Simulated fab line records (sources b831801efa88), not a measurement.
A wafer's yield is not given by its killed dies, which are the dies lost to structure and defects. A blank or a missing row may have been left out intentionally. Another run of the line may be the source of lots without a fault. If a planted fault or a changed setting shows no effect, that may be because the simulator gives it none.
A struck lot beside a sound one | flow sky130 | 35 steps out of a route of 708
Sound: the wafers L113.2, L113.5, L113.6. Wafers L100.1, L100.3, L100.5 were the ones struck. The cause comes at the end.
Per side, at each step with rows, come the tool, then ch with its chambers, and then its first start. Under that, the readings that differ: sound wafers | struck wafers | difference of the means | sigmas: that difference in standard deviations of wafers without a fault.
alike: words and numbers the same on both sides, and readings whose means are apart by under 2 such deviations; not compared: readings that were withheld, readings missing a value for some wafer, numbers with overlapping values and no deviation given by the record, and bounds like >300 which may hide the same value.
Wherever a step has rows on one side only, a row that says differs or no value, or a row with sigmas, the two part there. Numbers that have no deviation but don't overlap get no sigmas and don't part them. Lack of a reading on every wafer of one side parts them only where that side has two or more wafers.

first, 10 steps without rows for these wafers: SKY_POLY_CUT_ETCH_10 (etches BARC in N2/H2, stops on SiO2, time 45.9 s, target depth 60 nm); SKY_POLY_CUT_ETCH_11 (etches Si3N4 in CF4/CH2F2/Ar, stops on poly-Si, time 42.5 s, target depth 60 nm); SKY_POLY_CUT_STRIP_12 (strips in O2/N2); SKY_SD_P_DEHYDRATE_00 (time 60 s); SKY_SD_P_HMDS_01 (prime time 60 s); SKY_SD_P_COAT_02 (resist thk 1140 nm); SKY_SD_P_SOFTBAKE_03 (time 60 s); SKY_SD_P_EXPOSE_04 (exposes mask PSDM, target cd 380 nm); SKY_SD_P_PEB_05; SKY_SD_P_DEVELOP_06 (develop time 60 s).
SKY_SD_P_IMPLANT_09:
  sound on implanter-04 ch 0, day 31 22:08; struck on implanter-01 ch 0, day 27 00:30
  reading                   | sound                | struck               | difference | sigmas
  beam energy keV           | 20.006 20.014 20.017 | 28.900 28.908 28.907 | +8.893     | +99 or more
  model.implant.rp nm (nm)  | 17.77 17.77 17.77    | 22.49 22.49 22.49    | +4.72      |
  model.implant.drp nm (nm) | 9.746 9.746 9.746    | 12.63 12.63 12.63    | +2.88      |
SKY_SD_P_STRIP_10: strips in O2/N2.
  sound on plasma asher-02 ch 0,1, day 31 22:15; struck on plasma asher-01 ch 1, day 27 00:39
  reading                      | sound             | struck            | difference | sigmas
  oes product au (a.u.)        | 0.615 0.617 0.619 | 0.588 0.587 0.580 | -0.032     | -8
  strip time to endpoint s (s) | 17.57 17.47 17.48 | 18.91 18.90 18.88 | +1.39      | +38
  alike: drypump motor current A
  not compared: rf hours counter h
SKY_SD_P_TW_MEAS_11:
  struck on film metro-02, day 27 01:03; sound on film metro-01, day 31 22:22
  reading | sound          | struck         | difference | sigmas
  SD_P_TW | 2842 2841 2840 | 3108 3113 3116 | +271       | +19
  not compared: hold
then, 20 steps without rows for these wafers: SKY_RES_XHIGH_HMDS_01 (prime time 60 s); SKY_RES_XHIGH_COAT_02 (resist thk 1140 nm); SKY_RES_XHIGH_SOFTBAKE_03 (time 60 s); SKY_RES_XHIGH_EXPOSE_04 (exposes mask URPM, target cd 1270 nm); SKY_RES_XHIGH_PEB_05; SKY_RES_XHIGH_DEVELOP_06 (develop time 60 s); SKY_RES_XHIGH_IMPLANT_07; SKY_RES_XHIGH_STRIP_08 (strips in O2/N2); SKY_SD_N_DEHYDRATE_00 (time 60 s); SKY_SD_N_HMDS_01 (prime time 60 s); SKY_SD_N_COAT_02 (resist thk 1140 nm); SKY_SD_N_SOFTBAKE_03 (time 60 s); SKY_SD_N_EXPOSE_04 (exposes mask NSDM, target cd 380 nm); SKY_SD_N_PEB_05; SKY_SD_N_DEVELOP_06 (develop time 60 s); SKY_SD_N_IMPLANT_09; SKY_SD_N_IMPLANT_10; SKY_SD_N_STRIP_11 (strips in O2/N2); SKY_SD_N_CLEAN_13 (cleans in SC1/SC2, time 150 s); SKY_SD_N_RTA_14 (time 2 s).
-- the record jumps here: 2 days lie between the struck wafers' starts before and after --
SKY_SD_N_RS_MEAS_17: the measuring method here is four-point-probe.
  struck on film metro-02, day 29 11:34; sound on film metro-01, day 34 04:32
  reading          | sound             | struck            | difference | sigmas
  SD_P_RS (ohm/sq) | 146.8 146.3 146.9 | 122.3 122.5 122.4 | -24.3      | -74
  not compared: hold
SKY_PAD_OPEN_PROBE_99:
  rows exist in the record for the sound wafers here (prober-02, day 50 00:41), none for the struck ones

== WHERE THEY PART ==
Last at SKY_PAD_OPEN_PROBE_99 as far as this record goes, first at SKY_SD_P_IMPLANT_09.

WHY: what the simulator had put in
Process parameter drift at SKY_SD_P_IMPLANT_09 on implanter-01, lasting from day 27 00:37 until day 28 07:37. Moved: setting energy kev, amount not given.
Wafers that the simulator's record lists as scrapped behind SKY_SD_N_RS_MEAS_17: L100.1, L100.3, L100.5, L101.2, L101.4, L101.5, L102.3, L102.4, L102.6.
